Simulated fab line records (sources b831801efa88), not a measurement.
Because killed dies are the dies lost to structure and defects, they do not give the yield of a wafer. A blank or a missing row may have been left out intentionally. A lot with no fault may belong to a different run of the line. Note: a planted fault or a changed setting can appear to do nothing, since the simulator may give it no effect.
fab line records    flow sky130
record: lots: 12  wafers: 36  last_day: 50
route steps=708 shown CAPM@538 METAL3@566 METAL4@601 CAP2M@606 PAD_OPEN@708
lots that met no fault: taken from a fault-free run of the same line
start_h: start of the lot's first displayed wafer, in hours after the record's first day    wait_h: hours elapsed since this lot's preceding step    " as in the row above    L1.1+2: a row that stands for several wafers    - no value, or no start given    * or withheld: withheld    < > ~ a bound
route shown NAME@n: a module of which the file shows steps, and the number in the route of the first    usual: mean/standard deviation taken from wafers without a fault    same: alike in all rows    chamber/n: place in a boat    sites: the reading at each site    _std_site: the standard deviation of these    _edge_site: the outer-site mean with the inner-site mean subtracted    radius_mm: how far each site lies from the wafer's centre    mask NAME#n: copy n    behind: the last tool/chamber to shape the wafer    hold: why the lot went on hold/how many hours it stayed there/how the hold came to an end    device: the transistor (n, p or np) that didn't switch    end of line: tests of these same wafers at the route's end    a step given without rows: its recipe and nothing more    killed: count of dies lost to structure and defects at first sort (not the wafer's yield)    map: a wafer's dies, marking killed ones x, the rest . and places with no die _
set.NAME: the setting that was run; set.NAME@STEP: the one run at that earlier step    model.NAME: the simulator's own value behind a step, which no gauge read
route steps across a sampled set of lots; one table per step, one row per wafer
services: from which hour (start_h, from the record's first day; less than 0 if before it) a tool's chamber was out of use, for how many hours, and why
== steps ==
step: SKY_CAPM_THK_MEAS_01
recipe: reads: SiO2_of_CAPM_CVD_00
usual: CAPM_CVD_00_THK: 15.45/0.21
lot.wafer  tool           chamber  start_h  wait_h  CAPM_CVD_00_THK[nm]
L273.1     film_metro-04  -        862.47   -       15.71
L273.4     "              -        "        "       15.76
L273.6     "              -        "        "       15.90
L274.2     film_metro-03  -        864.74   -       15.13
L274.4     "              -        "        "       15.53
L274.5     "              -        "        "       15.56
L276.2     film_metro-01  -        886.30   -       15.16
L276.3     "              -        "        "       15.19
L276.5     "              -        "        "       15.47
L275.2     film_metro-04  -        887.70   -       15.43
L275.3     "              -        "        "       15.23
L275.6     "              -        "        "       15.74
L281.1     film_metro-01  -        915.16   -       15.31
L281.3     "              -        "        "       15.47
L281.6     "              -        "        "       15.79
L284.2     film_metro-04  -        937.24   -       15.22
L284.4     "              -        "        "       15.18
L284.6     "              -        "        "       15.73
L286.3     film_metro-04  -        949.46   -       15.37
L286.4     "              -        "        "       15.66
L286.5     "              -        "        "       15.70
L288.1     film_metro-01  -        962.12   -       15.26
L288.3     "              -        "        "       15.22
L288.5     "              -        "        "       15.59
L289.2     film_metro-04  -        973.28   -       15.37
L289.3     "              -        "        "       15.51
L289.5     "              -        "        "       15.42
L292.4     film_metro-01  -        989.59   -       15.46
L292.5     "              -        "        "       15.67
L292.6     "              -        "        "       15.71
L293.2     film_metro-04  -        991.33   -       15.38
L293.3     "              -        "        "       15.45
L293.6     "              -        "        "       15.79
L294.1     film_metro-04  -        1001.98  -       15.02
L294.5     "              -        "        "       15.67
L294.6     "              -        "        "       15.77
step: SKY_METAL3_ETCH_16
recipe: chemistry: N2/H2  target: BARC  ion_energy_ev: 200  bias_w: 100  pressure_mtorr: 30  n2_flow_sccm: 100  h2_flow_sccm: 200  icp_w: 500  stop_on: SiO2  time_s: 88.2  target_depth_a: 600
usual: drypump_motor_current_A: 5.37/0.28  n2_flow_sccm: 100.02/0.27  oes_product_au: 0.626/0.0046  throttle_valve_pct: 13.204/0.0096
lot.wafer  tool          chamber  start_h  wait_h  drypump_motor_current_A  n2_flow_sccm  oes_product_au  rf_hours_counter_h  throttle_valve_pct
L273.1     rie_metal-01  0        914.58   0.0     5.53                     100.06        0.626           8                   13.199
L273.4     "             0        "        "       5.52                     100.49        0.622           -                   13.207
L273.6     "             0        "        "       5.54                     100.37        0.629           -                   13.192
L274.2     rie_metal-03  0        916.40   0.0     4.95                     100.33        0.631           1                   13.192
L274.4     "             1        "        "       5.44                     99.98         0.626           -                   13.225
L274.5     "             0        "        "       4.95                     100.15        0.617           -                   13.204
L276.2     rie_metal-03  1        936.98   0.0     5.41                     100.20        0.633           7                   13.215
L276.3     "             1        "        "       5.42                     100.21        0.629           -                   13.185
L276.5     "             0        "        "       4.94                     99.62         0.622           -                   13.199
L275.2     rie_metal-02  1        938.58   0.0     5.79                     100.34        0.626           2                   13.206
L275.3     "             1        "        "       5.80                     100.57        0.627           -                   13.217
L275.6     "             0        "        "       5.14                     99.66         0.627           -                   13.215
L281.1     rie_metal-01  0        964.83   0.0     5.54                     99.98         0.625           10                  13.202
L281.3     "             0        "        "       5.54                     100.26        0.625           -                   13.195
L281.6     "             0        "        "       5.55                     99.78         0.623           -                   13.198
L284.2     rie_metal-02  1        986.08   0.0     5.81                     100.01        0.620           4                   13.201
L284.4     "             1        "        "       5.77                     100.09        0.626           -                   13.222
L284.6     "             1        "        "       5.79                     99.62         0.629           -                   13.192
L286.3     rie_metal-02  0        997.28   0.0     5.15                     99.78         0.626           -                   13.204
L286.4     "             1        "        "       5.80                     100.39        0.623           -                   13.182
L286.5     "             1        "        "       5.81                     100.31        0.626           -                   13.204
L288.1     rie_metal-01  0        1009.73  0.0     5.55                     99.74         0.629           12                  13.190
L288.3     "             1        "        "       5.59                     100.27        0.620           -                   13.215
L288.5     "             1        "        "       5.58                     100.39        0.617           -                   13.196
L289.2     rie_metal-03  0        1020.73  0.0     4.94                     99.70         0.629           6                   13.210
L289.3     "             1        "        "       5.41                     100.08        0.622           -                   13.216
L289.5     "             0        "        "       4.94                     100.12        0.628           -                   13.208
L292.4     rie_metal-01  0        1036.11  0.0     5.57                     100.13        0.621           -                   13.199
L292.5     "             1        "        "       5.59                     100.41        0.622           -                   13.210
L292.6     "             0        "        "       5.55                     100.06        0.630           -                   13.217
L293.2     rie_metal-03  0        1037.68  0.0     4.94                     100.32        0.622           7                   13.202
L293.3     "             1        "        "       5.40                     99.92         0.612           -                   13.222
L293.6     "             1        "        "       5.39                     100.04        0.630           -                   13.215
L294.1     rie_metal-03  1        1047.35  0.0     5.42                     100.19        0.622           14                  13.208
L294.5     "             1        "        "       5.43                     100.14        0.627           -                   13.203
L294.6     "             0        "        "       4.94                     100.75        0.630           -                   13.209
step: SKY_METAL4_SPUTTER_03
recipe: material: Ti  target_thk_nm: 5  power_w: 3000  time_s: 3.3  chamber_pressure_pa: 0.4
usual: cathode_dc_power_W: 3000.0/0.57  chamber_pressure_pa: 0.3999/0.00085  throttle_valve_pct: 30.0/1.2
lot.wafer  tool            chamber  start_h  wait_h  cathode_dc_power_W  chamber_pressure_pa  throttle_valve_pct
L273.1     pvd_sputter-04  -        942.19   0.0     2999.6              0.3990               32.7
L273.4     "               -        "        "       3000.0              0.4011               30.2
L273.6     "               -        "        "       3000.3              0.3979               33.1
L274.2     pvd_sputter-04  -        944.77   0.0     2999.7              0.3999               30.7
L274.4     "               -        "        "       2999.6              0.4001               30.2
L274.5     "               -        "        "       2999.0              0.3993               32.9
L276.2     pvd_sputter-02  -        964.63   0.0     3000.3              0.4001               30.4
L276.3     "               -        "        "       3000.8              0.3990               29.9
L276.5     "               -        "        "       3000.1              0.3999               30.2
L275.2     pvd_sputter-04  -        966.86   0.0     3000.5              0.3991               30.2
L275.3     "               -        "        "       2999.3              0.3996               31.1
L275.6     "               -        "        "       2999.9              0.3989               30.8
L281.1     pvd_sputter-04  -        991.84   0.0     2999.7              0.3037               38.1
L281.3     "               -        "        "       2999.6              0.3037               34.8
L281.6     "               -        "        "       2999.7              0.3022               34.6
L284.2     pvd_sputter-01  -        1012.72  0.0     3000.8              0.3994               29.6
L284.4     "               -        "        "       3000.0              0.4004               30.6
L284.6     "               -        "        "       2999.6              0.3987               28.9
L286.3     pvd_sputter-01  -        1023.69  0.0     3000.6              0.4005               28.8
L286.4     "               -        "        "       3000.6              0.3995               28.8
L286.5     "               -        "        "       3000.1              0.4009               30.6
L288.1     pvd_sputter-01  -        1035.03  0.0     3000.9              0.3997               30.0
L288.3     "               -        "        "       3000.1              0.3988               28.7
L288.5     "               -        "        "       3000.5              0.3995               28.4
L289.2     pvd_sputter-01  -        1045.86  0.0     2999.9              0.4004               29.7
L289.3     "               -        "        "       3001.3              0.3985               29.0
L289.5     "               -        "        "       3001.0              0.3984               28.6
L292.4     pvd_sputter-02  -        1060.49  0.0     3000.9              0.4008               29.9
L292.5     "               -        "        "       2999.6              0.3998               31.0
L292.6     "               -        "        "       3000.8              0.4000               30.1
L293.2     pvd_sputter-01  -        1062.56  0.0     2999.7              0.3993               29.0
L293.3     "               -        "        "       2999.7              0.4008               30.5
L293.6     "               -        "        "       3000.4              0.4002               28.7
L294.1     pvd_sputter-01  -        1072.07  0.0     2999.6              0.4009               28.4
L294.5     "               -        "        "       3000.2              0.4002               28.7
L294.6     "               -        "        "       3000.1              0.3988               29.7
step: SKY_CAP2M_RS_MEAS_03
recipe: thk_meas_gauge: four-point-probe  reads: TiN_of_CAP2M_SPUTTER_02
usual: CAP2M_TIN_RS: 6.92/0.081
lot.wafer  tool           chamber  start_h  wait_h  CAP2M_TIN_RS[ohm/sq]
L273.1     film_metro-02  -        942.45   0.1     6.85
L273.4     "              -        "        "       6.97
L273.6     "              -        "        "       6.95
L274.2     film_metro-03  -        945.05   0.1     6.98
L274.4     "              -        "        "       7.10
L274.5     "              -        "        "       6.94
L276.2     film_metro-03  -        964.91   0.1     6.95
L276.3     "              -        "        "       6.94
L276.5     "              -        "        "       7.00
L275.2     film_metro-02  -        967.14   0.1     6.87
L275.3     "              -        "        "       6.98
L275.6     "              -        "        "       6.93
L281.1     film_metro-04  -        992.09   0.1     6.85
L281.3     "              -        "        "       6.90
L281.6     "              -        "        "       6.89
L284.2     film_metro-04  -        1013.00  0.1     6.94
L284.4     "              -        "        "       6.94
L284.6     "              -        "        "       6.96
L286.3     film_metro-04  -        1023.99  0.1     6.88
L286.4     "              -        "        "       6.79
L286.5     "              -        "        "       6.84
L288.1     film_metro-02  -        1035.30  0.1     6.89
L288.3     "              -        "        "       6.85
L288.5     "              -        "        "       6.85
L289.2     film_metro-02  -        1046.15  0.1     6.88
L289.3     "              -        "        "       6.88
L289.5     "              -        "        "       6.84
L292.4     film_metro-02  -        1060.81  0.1     6.72
L292.5     "              -        "        "       6.74
L292.6     "              -        "        "       6.84
L293.2     film_metro-02  -        1062.85  0.1     7.05
L293.3     "              -        "        "       7.10
L293.6     "              -        "        "       7.12
L294.1     film_metro-03  -        1072.33  0.1     6.96
L294.5     "              -        "        "       6.93
L294.6     "              -        "        "       7.03
step: SKY_PAD_OPEN_PROBE_99
usual: defect_limited_yield: 82.5/2.1  killed_at_M0_to_M3: 44/7.3  killed_at_M4_up: 3.4/1.8  killed_at_contacts: 24/5.8  killed_at_front_end: 15/4.9  killed_at_other: 0.4/0.63  killed_dies: 86/11  killed_on_rim: 17/3.8  killed_open: 47/8  killed_short: 39/6.5  sort_bin_3_pad_short: 0.9/0.38  sort_bin_5_function: 10.4/1.6  sort_bin_6_memory: 6.2/1.2  sort_n_pass: 406/11  sort_yield_pct: 82.5/2.1
same: gross_dies: 492  killed_at_back_side: 0  sort_bin_4_leakage[%]: 0  sort_bin_8_speed[%]: 0
lot.wafer  tool       chamber  start_h  wait_h  defect_limited_yield[%]  killed_at_M0_to_M3  killed_at_M4_up  killed_at_contacts  killed_at_front_end  killed_at_other  killed_dies  killed_on_rim  killed_open  killed_short  sort_bin_3_pad_short[%]  sort_bin_5_function[%]  sort_bin_6_memory[%]  sort_n_pass  sort_yield_pct[%]
L273.1     prober-01  -        1084.31  0.1     80.9                     50                  2                29                  11                   2                94           27             55           39            0.4                      12.6                    6.1                   398          80.9
L273.4     prober-01  -        1084.46  0.2     83.7                     50                  4                16                  10                   0                80           19             48           31            0.4                      9.6                     6.3                   412          83.7
L273.6     prober-01  -        1084.56  0.2     77.8                     42                  7                33                  27                   0                109          18             59           50            1.0                      14.0                    7.1                   383          77.8
L274.2     prober-02  -        1089.22  0.1     81.1                     36                  3                31                  23                   0                93           19             52           41            1.8                      10.8                    6.3                   399          81.1
L274.4     prober-02  -        1089.32  0.2     81.3                     57                  6                18                  11                   0                92           20             52           40            1.6                      11.6                    5.5                   400          81.3
L274.5     prober-02  -        1089.37  0.2     85.6                     45                  3                10                  13                   0                71           12             37           34            0.2                      9.1                     5.1                   421          85.6
L276.2     prober-01  -        1105.10  0.1     86.0                     32                  2                22                  13                   0                69           10             36           33            0.4                      8.5                     5.1                   423          86.0
L276.3     prober-01  -        1105.15  0.2     80.5                     46                  7                28                  15                   0                96           17             47           49            0.4                      12.6                    6.5                   396          80.5
L276.5     prober-01  -        1105.25  0.2     82.1                     47                  1                24                  16                   0                88           18             47           40            1.2                      9.3                     7.3                   404          82.1
L275.2     prober-02  -        1106.80  0.1     82.9                     41                  5                22                  15                   1                84           19             42           42            1.0                      9.3                     6.7                   408          82.9
L275.3     prober-02  -        1106.85  0.2     81.7                     54                  3                19                  13                   1                90           17             45           45            1.2                      8.5                     8.5                   402          81.7
L275.6     prober-02  -        1107.00  0.2     82.3                     40                  3                24                  20                   0                87           17             42           44            1.2                      10.4                    6.1                   405          82.3
L281.1     prober-01  -        1127.17  0.1     83.1                     45                  2                25                  10                   1                83           8              40           43            0.8                      10.6                    5.5                   409          83.1
L281.3     prober-01  -        1127.27  0.2     85.0                     46                  2                14                  11                   1                74           17             45           29            1.0                      9.1                     4.9                   418          85.0
L281.6     prober-01  -        1127.42  0.2     80.1                     51                  2                31                  14                   0                98           23             59           39            1.2                      9.3                     9.3                   394          80.1
L284.2     prober-02  -        1145.26  0.1     80.1                     52                  3                18                  24                   1                98           21             45           52            1.0                      11.2                    7.7                   394          80.1
L284.4     prober-02  -        1145.36  0.2     83.7                     41                  4                24                  11                   0                80           15             49           31            0.8                      10.2                    5.3                   412          83.7
L284.6     prober-02  -        1145.46  0.2     81.9                     37                  4                28                  19                   1                89           19             53           36            0.4                      12.2                    5.5                   403          81.9
L286.3     prober-02  -        1154.77  0.2     79.5                     44                  1                39                  16                   1                101          19             55           45            0.8                      13.8                    5.9                   391          79.5
L286.4     prober-02  -        1154.82  0.2     84.1                     39                  5                22                  12                   0                78           20             36           42            1.0                      8.3                     6.5                   414          84.1
L286.5     prober-02  -        1154.87  0.2     83.1                     47                  2                20                  12                   2                83           11             47           36            0.4                      9.3                     7.1                   409          83.1
L288.1     prober-02  -        1164.41  0.1     82.9                     44                  2                25                  13                   0                84           18             39           45            1.0                      11.4                    4.7                   408          82.9
L288.3     prober-02  -        1164.51  0.2     81.3                     38                  5                35                  14                   0                92           16             59           33            0.2                      12.0                    6.5                   400          81.3
L288.5     prober-02  -        1164.61  0.2     83.3                     48                  1                21                  12                   0                82           18             47           35            0.8                      10.6                    5.3                   410          83.3
L289.2     prober-02  -        1173.03  0.1     81.3                     46                  0                22                  23                   1                92           15             55           37            1.0                      11.0                    6.7                   400          81.3
L289.3     prober-02  -        1173.08  0.2     78.7                     52                  2                29                  22                   0                105          20             69           36            1.0                      13.0                    7.3                   387          78.7
L289.5     prober-02  -        1173.18  0.2     80.1                     48                  6                29                  14                   1                98           16             54           43            0.8                      11.4                    7.7                   394          80.1
L292.4     prober-02  -        1182.46  0.2     81.3                     54                  4                21                  13                   0                92           10             52           40            1.2                      10.2                    7.3                   400          81.3
L292.5     prober-02  -        1182.51  0.2     82.9                     42                  5                22                  15                   0                84           15             47           37            1.2                      9.3                     6.5                   408          82.9
L292.6     prober-02  -        1182.56  0.2     83.1                     48                  1                14                  20                   0                83           19             41           42            0.6                      10.4                    5.9                   409          83.1
L293.2     prober-01  -        1185.15  0.1     80.7                     59                  3                22                  10                   1                95           17             52           42            1.2                      12.4                    5.7                   397          80.7
L293.3     prober-01  -        1185.20  0.2     80.9                     47                  4                24                  17                   2                94           18             46           48            1.0                      11.0                    7.1                   398          80.9
L293.6     prober-01  -        1185.35  0.2     82.9                     51                  5                16                  11                   1                84           12             43           41            0.6                      10.2                    6.3                   408          82.9
L294.1     prober-02  -        1191.40  0.1     75.4                     62                  3                32                  23                   1                121          23             73           48            1.2                      16.7                    6.7                   371          75.4
L294.5     prober-02  -        1191.60  0.2     81.3                     53                  4                24                  11                   0                92           18             45           47            1.0                      11.2                    6.5                   400          81.3
L294.6     prober-02  -        1191.65  0.2     82.3                     46                  3                21                  17                   0                87           13             44           43            1.8                      10.0                    5.9                   405          82.3
killed by level:class
L273.1 VIA1:geometric_particle:open=12 LI_CONTACT:geometric_particle:open=10 VIA3:geometric_particle:open=10 POLY_GATE:geometric_particle:open=6 VIA1:geometric_particle:short=6 VIA2:geometric_particle:open=6 LOCAL_INTERCONNECT:geometric_particle:short=5 CONTACT:geometric_particle:short=5
L273.4 VIA1:geometric_particle:open=16 CONTACT:geometric_particle:open=6 METAL1:geometric_particle:short=6 METAL2:geometric_particle:short=6 VIA2:geometric_particle:open=6 POLY_GATE:geometric_particle:open=5 LI_CONTACT:geometric_particle:open=5 VIA3:geometric_particle:open=5
L273.6 LI_CONTACT:geometric_particle:open=11 CONTACT:geometric_particle:open=10 VIA1:geometric_particle:open=8 METAL2:geometric_particle:short=7 VIA3:geometric_particle:open=7 POLY_GATE:geometric_particle:short=6 LOCAL_INTERCONNECT:geometric_particle:short=6 FIELD_ISO:geometric_particle:short=5
L274.2 CONTACT:geometric_particle:open=10 VIA1:geometric_particle:open=10 VIA3:geometric_particle:open=8 LI_CONTACT:geometric_particle:open=6 LOCAL_INTERCONNECT:geometric_particle:short=6 FIELD_ISO:geometric_particle:open=5 FIELD_ISO:geometric_particle:short=5 CONTACT:geometric_particle:short=5
L274.4 VIA3:geometric_particle:open=11 CONTACT:geometric_particle:open=10 VIA1:geometric_particle:open=10 METAL1:geometric_particle:short=7 VIA2:geometric_particle:open=6 METAL4:geometric_particle:short=5 VIA1:geometric_particle:short=5 VIA2:geometric_particle:short=5
L274.5 VIA1:geometric_particle:open=10 METAL1:geometric_particle:short=8 CONTACT:geometric_particle:short=5 CONTACT:geometric_particle:open=5 VIA2:geometric_particle:open=5 VIA3:geometric_particle:open=5 POLY_GATE:geometric_particle:open=4 VIA1:geometric_particle:short=4
L276.2 VIA1:geometric_particle:open=7 POLY_GATE:geometric_particle:open=6 CONTACT:geometric_particle:short=6 CONTACT:geometric_particle:open=6 VIA3:geometric_particle:open=6 LI_CONTACT:geometric_particle:open=5 FIELD_ISO:geometric_particle:short=4 METAL2:geometric_particle:short=4
L276.3 CONTACT:geometric_particle:open=10 VIA1:geometric_particle:open=8 METAL2:geometric_particle:short=8 LI_CONTACT:geometric_particle:open=7 VIA2:geometric_particle:open=7 METAL4:geometric_particle:short=7 CONTACT:geometric_particle:short=5 METAL3:geometric_particle:short=5
L276.5 LI_CONTACT:geometric_particle:open=9 VIA1:geometric_particle:open=9 VIA2:geometric_particle:open=7 METAL1:geometric_particle:short=6 CONTACT:geometric_particle:open=6 METAL2:geometric_particle:short=5 FIELD_ISO:geometric_particle:open=4 POLY_GATE:geometric_particle:short=4
L275.2 VIA1:geometric_particle:open=9 VIA2:geometric_particle:open=7 CONTACT:geometric_particle:short=6 LOCAL_INTERCONNECT:geometric_particle:short=6 CONTACT:geometric_particle:open=5 VIA1:geometric_particle:short=5 METAL2:geometric_particle:short=5 VIA3:geometric_particle:open=4
L275.3 VIA1:geometric_particle:open=11 VIA3:geometric_particle:open=9 METAL2:geometric_particle:short=8 VIA1:geometric_particle:short=7 LI_CONTACT:geometric_particle:open=6 CONTACT:geometric_particle:open=6 METAL3:geometric_particle:short=5 METAL1:geometric_particle:short=5
L275.6 METAL2:geometric_particle:short=10 VIA1:geometric_particle:open=7 LOCAL_INTERCONNECT:geometric_particle:short=6 LI_CONTACT:geometric_particle:open=6 CONTACT:geometric_particle:open=6 VIA3:geometric_particle:open=5 VIA2:geometric_particle:open=5 FIELD_ISO:geometric_particle:open=4
L281.1 CONTACT:geometric_particle:open=9 VIA2:geometric_particle:open=6 VIA1:geometric_particle:short=6 VIA1:geometric_particle:open=6 METAL2:geometric_particle:short=6 LI_CONTACT:geometric_particle:open=5 VIA3:geometric_particle:short=5 VIA3:geometric_particle:open=5
L281.3 VIA3:geometric_particle:open=13 VIA2:geometric_particle:open=8 VIA1:geometric_particle:open=7 CONTACT:geometric_particle:open=6 FIELD_ISO:geometric_particle:short=5 METAL1:geometric_particle:short=5 LI_CONTACT:geometric_particle:open=3 METAL2:geometric_particle:short=3
L281.6 CONTACT:geometric_particle:open=16 VIA3:geometric_particle:open=12 VIA1:geometric_particle:open=8 LI_CONTACT:geometric_particle:open=7 VIA1:geometric_particle:short=7 VIA2:geometric_particle:open=6 POLY_GATE:geometric_particle:short=5 CONTACT:geometric_particle:short=4
L284.2 METAL1:geometric_particle:short=9 FIELD_ISO:geometric_particle:short=8 VIA3:geometric_particle:open=8 LI_CONTACT:geometric_particle:open=7 VIA1:geometric_particle:open=7 CONTACT:geometric_particle:open=5 VIA1:geometric_particle:short=5 VIA2:geometric_particle:short=5
L284.4 CONTACT:geometric_particle:open=12 VIA1:geometric_particle:open=8 METAL2:geometric_particle:open=7 VIA2:geometric_particle:open=7 FIELD_ISO:geometric_particle:open=4 METAL1:geometric_particle:short=4 METAL2:geometric_particle:short=4 LOCAL_INTERCONNECT:geometric_particle:short=3
L284.6 CONTACT:geometric_particle:open=11 LI_CONTACT:geometric_particle:open=9 FIELD_ISO:geometric_particle:short=8 VIA1:geometric_particle:open=8 VIA2:geometric_particle:open=7 VIA3:geometric_particle:open=7 POLY_GATE:geometric_particle:open=4 LOCAL_INTERCONNECT:geometric_particle:short=4
L286.3 CONTACT:geometric_particle:open=12 VIA3:geometric_particle:open=9 CONTACT:geometric_particle:short=8 VIA1:geometric_particle:open=8 LI_CONTACT:geometric_particle:open=7 LOCAL_INTERCONNECT:geometric_particle:short=7 FIELD_ISO:geometric_particle:open=5 VIA2:geometric_particle:open=5
L286.4 CONTACT:geometric_particle:open=10 METAL2:geometric_particle:short=8 VIA1:geometric_particle:open=8 METAL4:geometric_particle:short=5 VIA3:geometric_particle:open=5 LI_CONTACT:geometric_particle:open=4 CONTACT:geometric_particle:short=4 METAL1:geometric_particle:short=4
L286.5 VIA1:geometric_particle:open=9 VIA2:geometric_particle:open=9 VIA3:geometric_particle:open=8 LI_CONTACT:geometric_particle:open=7 METAL2:geometric_particle:short=7 CONTACT:geometric_particle:short=4 CONTACT:geometric_particle:open=4 POLY_GATE:geometric_particle:short=3
L288.1 VIA1:geometric_particle:open=11 CONTACT:geometric_particle:open=9 METAL1:geometric_particle:short=8 FIELD_ISO:geometric_particle:short=5 LOCAL_INTERCONNECT:geometric_particle:short=5 VIA2:geometric_particle:short=5 VIA2:geometric_particle:open=5 METAL3:geometric_particle:short=5
L288.3 CONTACT:geometric_particle:open=14 VIA1:geometric_particle:open=11 LI_CONTACT:geometric_particle:open=9 VIA3:geometric_particle:open=9 VIA1:geometric_particle:short=5 LI_CONTACT:geometric_particle:short=5 FIELD_ISO:geometric_particle:short=4 METAL1:geometric_particle:short=4
L288.5 VIA1:geometric_particle:open=11 VIA3:geometric_particle:open=8 CONTACT:geometric_particle:open=8 VIA2:geometric_particle:short=6 VIA2:geometric_particle:open=5 FIELD_ISO:geometric_particle:short=4 POLY_GATE:geometric_particle:open=4 LOCAL_INTERCONNECT:geometric_particle:short=4
L289.2 VIA1:geometric_particle:open=11 LI_CONTACT:geometric_particle:open=9 VIA2:geometric_particle:open=9 POLY_GATE:geometric_particle:open=7 METAL2:geometric_particle:short=6 FIELD_ISO:geometric_particle:short=5 FIELD_ISO:geometric_particle:open=5 LI_CONTACT:geometric_particle:short=5
L289.3 VIA1:geometric_particle:open=15 VIA2:geometric_particle:open=11 CONTACT:geometric_particle:open=11 VIA3:geometric_particle:open=8 POLY_GATE:geometric_particle:open=7 LI_CONTACT:geometric_particle:open=7 METAL2:geometric_particle:short=7 FIELD_ISO:geometric_particle:open=6
L289.5 LI_CONTACT:geometric_particle:open=12 VIA1:geometric_particle:open=11 VIA2:geometric_particle:open=10 CONTACT:geometric_particle:open=7 METAL2:geometric_particle:short=7 VIA2:geometric_particle:short=5 METAL4:geometric_particle:short=5 FIELD_ISO:geometric_particle:short=4
L292.4 VIA1:geometric_particle:open=18 VIA1:geometric_particle:short=11 VIA3:geometric_particle:open=7 LI_CONTACT:geometric_particle:open=6 CONTACT:geometric_particle:open=5 CONTACT:geometric_particle:short=5 METAL1:geometric_particle:short=5 POLY_GATE:geometric_particle:open=4
L292.5 METAL1:geometric_particle:short=9 VIA3:geometric_particle:open=8 CONTACT:geometric_particle:open=7 LI_CONTACT:geometric_particle:open=6 VIA1:geometric_particle:open=6 FIELD_ISO:geometric_particle:open=5 VIA2:geometric_particle:short=4 VIA1:geometric_particle:short=4
L292.6 VIA1:geometric_particle:short=11 VIA1:geometric_particle:open=11 POLY_GATE:geometric_particle:short=7 CONTACT:geometric_particle:open=6 METAL2:geometric_particle:short=6 VIA2:geometric_particle:open=5 VIA3:geometric_particle:open=5 FIELD_ISO:geometric_particle:open=4
L293.2 VIA1:geometric_particle:open=16 LI_CONTACT:geometric_particle:open=8 VIA2:geometric_particle:short=8 VIA3:geometric_particle:open=8 METAL2:geometric_particle:short=6 LOCAL_INTERCONNECT:geometric_particle:short=5 VIA1:geometric_particle:short=5 CONTACT:geometric_particle:open=4
L293.3 VIA1:geometric_particle:open=14 VIA3:geometric_particle:open=9 CONTACT:geometric_particle:open=8 CONTACT:geometric_particle:short=6 POLY_GATE:geometric_particle:short=5 METAL1:geometric_particle:short=5 FIELD_ISO:geometric_particle:open=4 LI_CONTACT:geometric_particle:short=4
L293.6 VIA1:geometric_particle:open=11 CONTACT:geometric_particle:open=10 VIA2:geometric_particle:open=8 VIA1:geometric_particle:short=5 METAL3:geometric_particle:short=5 VIA3:geometric_particle:open=4 METAL2:geometric_particle:short=4 LOCAL_INTERCONNECT:geometric_particle:short=4
L294.1 VIA1:geometric_particle:open=18 CONTACT:geometric_particle:open=11 VIA3:geometric_particle:open=11 FIELD_ISO:geometric_particle:short=8 LI_CONTACT:geometric_particle:open=8 VIA1:geometric_particle:short=6 METAL2:geometric_particle:short=6 FIELD_ISO:geometric_particle:open=5
L294.5 VIA1:geometric_particle:open=15 CONTACT:geometric_particle:open=9 VIA2:geometric_particle:short=8 VIA1:geometric_particle:short=6 METAL2:geometric_particle:short=6 LOCAL_INTERCONNECT:geometric_particle:short=5 VIA2:geometric_particle:open=5 FIELD_ISO:geometric_particle:short=4
L294.6 CONTACT:geometric_particle:short=8 VIA2:geometric_particle:open=8 LI_CONTACT:geometric_particle:open=7 FIELD_ISO:geometric_particle:open=6 METAL1:geometric_particle:short=6 POLY_GATE:geometric_particle:open=5 VIA1:geometric_particle:short=5 VIA1:geometric_particle:open=5
== services ==
tool            chamber  start_h  hours  kind
rie_metal-03    0        890.63   2.4    repair
rie_metal-03    0        893.00   -      clean
rie_metal-03    0        893.00   17.9   scheduled_down
rie_metal-03    0        893.00   17.9   vent_cycle
rie_metal-02    -        901.49   0.2    repair
pvd_sputter-01  -        944.64   1.7    repair
rie_metal-01    -        990.28   0.9    repair
rie_metal-02    -        994.70   0.3    repair
rie_metal-01    -        1003.12  2.8    pm
pvd_sputter-04  -        1009.03  2.0    repair
rie_metal-01    -        1024.30  0.3    repair
rie_metal-01    1        1049.29  3.8    repair
rie_metal-02    -        1062.03  1.7    repair
rie_metal-01    1        1066.39  1.5    repair
== key ==
first_sign: step: SKY_METAL4_SPUTTER_03  reading: chamber_pressure_pa  direction: down  sigmas: 99+  usual: 0.3999  struck: 0.3032
effect: step: SKY_METAL4_SPUTTER_03  reading: throttle_valve_pct  direction: up  sigmas: 5  usual: 30.0  struck: 35.8
met_at SKY_METAL4_SPUTTER_03
struck_lots L281
not_acting_at SKY_CAPM_THK_MEAS_01,SKY_METAL3_ETCH_16,SKY_CAP2M_RS_MEAS_03
onset_between 966.86 991.84
fault: kind: process_parameter_drift  tool: pvd_sputter-04  chamber: -  onset_h: 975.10  steps: SKY_METAL4_SPUTTER_03  channel: chamber_pressure_pa  offset: -0.097275  shape: step  acts_in: these_recipes_only  stated: 0.4
